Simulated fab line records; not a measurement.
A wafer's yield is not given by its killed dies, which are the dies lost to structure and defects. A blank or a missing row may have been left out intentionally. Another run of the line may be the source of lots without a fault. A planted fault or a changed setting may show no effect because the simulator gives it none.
Problem report, 8D (eight disciplines) form, completed by code | flow gf180mcu | the parts of the form that need people (team, actions taken, sign-off) are left out

== 1. WHAT IS WRONG ==
Mean HV_LDD_02_OVL at GF_HV_LDD_OVL_MEAS_32: -131.7 nm over 6 wafers in 2 lots; fault-free wafers: -0.2 nm, standard deviation 1.4. Measured from the usual mean, that is -94 standard deviations.
Seen first at day 17 01:25 on overlay-02, wafer L433.1. The record has a number at this step for 42 wafers belonging to 14 lots. Rule for "out" (also "out of limits"): further than 4 standard deviations from the usual mean. The rest of the wafers with a number are treated as sound.

== 2. WHAT IT IS; WHAT IT IS NOT ==
question                    | is                     | is not
which readings at this step | HV_LDD_02_OVL          | -
which lots                  | L433, L434             | L416, L417, L418, L419, L421, L423, L424, L429, L430, L436, L437, L438
which wafers of those lots  | all that have a number | -
read on which gauges        | overlay-02             | overlay-01
when                        | from day 17 01:25      | up to then (27 sound wafers); but 9 sound wafers of L436, L437, L438 came after

== 3. THE SUSPECTS, EACH WITH WHAT RULES IT OUT ==
Counting: a tool at any process step up to the reading remains a suspect when it ran all the lots that are out and ran no sound lot after the first of those.
- the gauge at GF_HV_LDD_OVL_MEAS_32: kept. All the wafers that are out were read on overlay-02, and no step on other tools shows them out.
- iline stepper-01 at GF_HV_LDD_EXPOSE_28 (exposes mask Nplus HV AREA, target cd 400 nm): kept. All lots that are out passed through it, beginning with L433 at day 16 14:37, and no sound lot followed; its final sound lot before that point was L424 at day 13 17:54.
The count leaves overlay-02 at GF_HV_LDD_OVL_MEAS_32 and iline stepper-01 at GF_HV_LDD_EXPOSE_28.

== 4. THE CAUSE (what the simulator had put in) ==
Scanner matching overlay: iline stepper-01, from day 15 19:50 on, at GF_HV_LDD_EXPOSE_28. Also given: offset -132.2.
Counting leaves 2 suspects; this tool is one of them.

== 5. SEQUENCE OF EFFECTS, ordered by route ==
Each row: a reading whose mean over the struck wafers that have a number lies more than 3 standard deviations from the usual. Only readings whose record carries a usual standard deviation are examined. hours: median over the lots of the time between each lot's start at the first step of this table that gives one and its start at this step. sigmas: the change, counted in usual standard deviations.
hours | step                  | reading       | usual   | on struck wafers | change | sigmas
0     | GF_HV_LDD_OVL_MEAS_32 | HV_LDD_02_OVL | -0.2 nm | -131.7           | -131.5 | -94
Later steps that measure or inspect, where all struck wafers having a row at the step show a number for every such reading and not one has moved that far: GF_HV_LDD_THK_MEAS_57.

== 6. HOW IT WOULD HAVE BEEN CAUGHT EARLIER ==
In this record the first reading out of limits at a measuring or inspecting step was taken at day 17 01:25, 30 hours after the fault began at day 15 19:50.
Of the tool readings at GF_HV_LDD_EXPOSE_28 for which the record gives a usual standard deviation, none was out on any struck wafer, so an alarm limit of 4 standard deviations on them would not have fired.
The start of GF_HV_LDD_EXPOSE_28 on iline stepper-01 came by day 17 01:25 for every one of the lots that are out (2). None of them would have been spared by holding the tool at that moment.
